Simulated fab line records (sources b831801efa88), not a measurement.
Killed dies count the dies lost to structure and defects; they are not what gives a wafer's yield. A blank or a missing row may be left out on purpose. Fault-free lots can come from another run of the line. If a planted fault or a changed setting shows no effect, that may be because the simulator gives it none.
Which tool was responsible? -- flow sky130 -- 12 lots with 36 wafers sampled at 4 steps, on a route of 708 steps

WHAT THE GAUGES SHOWED, per wafer
SKY_GATE_OXIDE_OVL_MEAS_10.
lot,measured,on,GATE_OXIDE_OVL (nm)
L311,day 13 23:44,overlay-02,1.3 1.3 -0.6
L313,day 14 16:33,overlay-01,-2.3 -0.7 0.0
L315,day 14 20:50,overlay-01,-0.5 -0.6 -0.1
L326,day 18 23:17,overlay-01,0.6 1.7 1.8
L327,day 19 03:41,overlay-02,0.9 1.2 1.3
L328,day 19 14:30,overlay-01,0.2 -0.6 0.2
L329,day 20 00:46,overlay-02,1.2 -0.3 -0.1
L330,day 20 05:59,overlay-02,0.6 1.3 -0.1
L331,day 21 03:19,overlay-01,-0.9 -0.1 0.6
L332,day 22 00:40,overlay-02,-1.5 0.5 0.0
L333,day 22 01:05,overlay-02,-0.5 -1.1 -2.5
L334,day 22 04:48,overlay-02,1.3 1.9 2.1

SKY_POLY_GATE_THK_MEAS_04.
lot,measured,on,POLY_GATE_CVD_03_THK (nm)
L311,day 15 14:32,film-metro-01,74.3 74.3 74.7
L313,day 16 02:28,film-metro-03,75.1 75.1 74.8
L326,day 20 11:45,film-metro-03,75.0 74.3 74.1
L327,day 20 16:36,film-metro-03,74.9 75.4 75.3
L328,day 21 02:09,film-metro-03,76.4 76.0 76.3
L329,day 21 12:12,film-metro-03,74.2 74.9 74.9
L330,day 21 16:52,film-metro-03,74.5 75.8 74.8
L331,day 22 15:10,film-metro-04,74.3 74.1 74.4
L332,day 23 11:25,film-metro-04,74.6 74.2 74.6
L333,day 23 12:58,film-metro-01,75.1 75.3 74.4
L334,day 23 15:32,film-metro-04,75.7 75.5 74.9

WHICH TOOL RAN EACH LOT (tool, then ch and the chambers of the sampled wafers, then the start)
lot,SKY_SONOS_ONO_ETCH_15,SKY_GATE_OXIDE_STRIP_13
L311,"rie-diel-02 ch 0,1,3, day 12 19:11","plasma-asher-04 ch 0,1, day 14 00:04"
L313,"rie-diel-02 ch 0,3, day 13 15:02","plasma-asher-04 ch 0,1, day 14 16:53"
L315,"rie-diel-01 ch 0,1,2, day 13 15:17","plasma-asher-01 ch 0,1, day 14 21:08"
L326,"rie-diel-02 ch 1,2, day 17 14:47","plasma-asher-01 ch 0,1, day 18 23:40"
L327,"rie-diel-04 ch 2,3, day 17 18:17","plasma-asher-03 ch 0,1, day 19 03:58"
L328,"rie-diel-01 ch 2,3, day 18 06:05","plasma-asher-03 ch 0,1, day 19 14:49"
L329,"rie-diel-04 ch 0,3, day 18 15:14","plasma-asher-03 ch 0,1, day 20 01:04"
L330,"rie-diel-02 ch 1,3, day 18 21:11","plasma-asher-04 ch 0,1, day 20 06:23"
L331,"rie-diel-04 ch 1,2,3, day 19 19:23","plasma-asher-03 ch 0,1, day 21 03:43"
L332,"rie-diel-02 ch 0,3, day 20 16:44","plasma-asher-04 ch 0,1, day 22 01:04"
L333,"rie-diel-01 ch 0,2, day 20 17:41","plasma-asher-04 ch 0,1, day 22 01:22"
L334,"rie-diel-04 ch 0,3, day 20 20:38","plasma-asher-03 ch 0,1, day 22 05:07"
- SKY_SONOS_ONO_ETCH_15: etches the open film in CHF3/O2, target depth 19.52 nm, time 7.8 s.
- SKY_GATE_OXIDE_STRIP_13: strips in O2/N2.

AS READ BY THE TOOLS THEMSELVES (means over the sampled wafers that have a number; for cases with no such wafer, the mark the record gives instead)
SKY_SONOS_ONO_ETCH_15.
lot,tool,chamber-pressure-mTorr (mTorr),drypump-motor-current-A (A),oes-product-au (a.u.),throttle-valve-pct (%)
L311,rie-diel-02,40.00,5.5,1.002,8.832
L313,rie-diel-02,40.00,5.4,1.008,8.824
L315,rie-diel-01,40.04,5.6,1.003,8.833
L326,rie-diel-02,40.02,5.9,1.000,8.816
L327,rie-diel-04,40.01,6.2,0.996,8.829
L328,rie-diel-01,40.02,5.9,1.011,8.830
L329,rie-diel-04,39.96,5.4,1.001,8.827
L330,rie-diel-02,40.02,5.4,1.006,8.833
L331,rie-diel-04,40.02,6.0,1.005,8.834
L332,rie-diel-02,39.93,5.3,1.005,8.819
L333,rie-diel-01,40.03,5.7,1.009,8.826
L334,rie-diel-04,39.98,5.8,0.993,8.822

SKY_GATE_OXIDE_STRIP_13.
lot,tool,chamber-pressure-mTorr (mTorr),drypump-motor-current-A (A),oes-product-au (a.u.),strip-time-to-endpoint-s (s)
L311,plasma-asher-04,1500.6,5.7,0.716,14.26
L313,plasma-asher-04,1499.7,5.7,0.715,14.19
L315,plasma-asher-01,1501.9,5.8,0.931,-
L326,plasma-asher-01,1498.5,5.8,0.715,14.21
L327,plasma-asher-03,1499.9,5.5,0.713,14.17
L328,plasma-asher-03,1499.2,5.5,0.711,14.12
L329,plasma-asher-03,1500.0,5.5,0.714,14.13
L330,plasma-asher-04,1500.2,5.7,0.716,14.17
L331,plasma-asher-03,1500.4,5.5,0.715,14.18
L332,plasma-asher-04,1499.2,5.7,0.714,14.13
L333,plasma-asher-04,1501.2,5.7,0.715,14.15
L334,plasma-asher-03,1498.8,5.9,0.714,14.13

THE ANSWER, worked out from the rows above alone
Rule: the usual values come from the lots themselves. The widest of any qualifying gaps counts: lots, ordered by their means at a reading, are off when they make up no more than a third of the lots, leave a main group of 4 or more, and stand apart from it by 3 or more times the standard deviation of that group's means. The tables above print the reading to a certain number of digits; a main group whose means all agree to those digits is not used. A lot without any number at a reading at which 4 lots or more have one is off too. The other lots that the step has rows for count as sound. The gauges are gone through in route order, then the tools' own readings, and for those a lot's mean is taken as printed above. The first step at which some lot is off is used, and at that step the reading that is off furthest; a lot without a number counts as furthest.
Off, at SKY_GATE_OXIDE_STRIP_13 on strip-time-to-endpoint-s: L315. Without a number there: L315. The main group: mean 14.17 s, standard deviation 0.04.
A tool fits if, at that step or a process step before it, it ran every lot that is off, and no sound lot after the first of them. No candidate that was tried fits.

WHAT THE SIMULATOR HAD PUT IN
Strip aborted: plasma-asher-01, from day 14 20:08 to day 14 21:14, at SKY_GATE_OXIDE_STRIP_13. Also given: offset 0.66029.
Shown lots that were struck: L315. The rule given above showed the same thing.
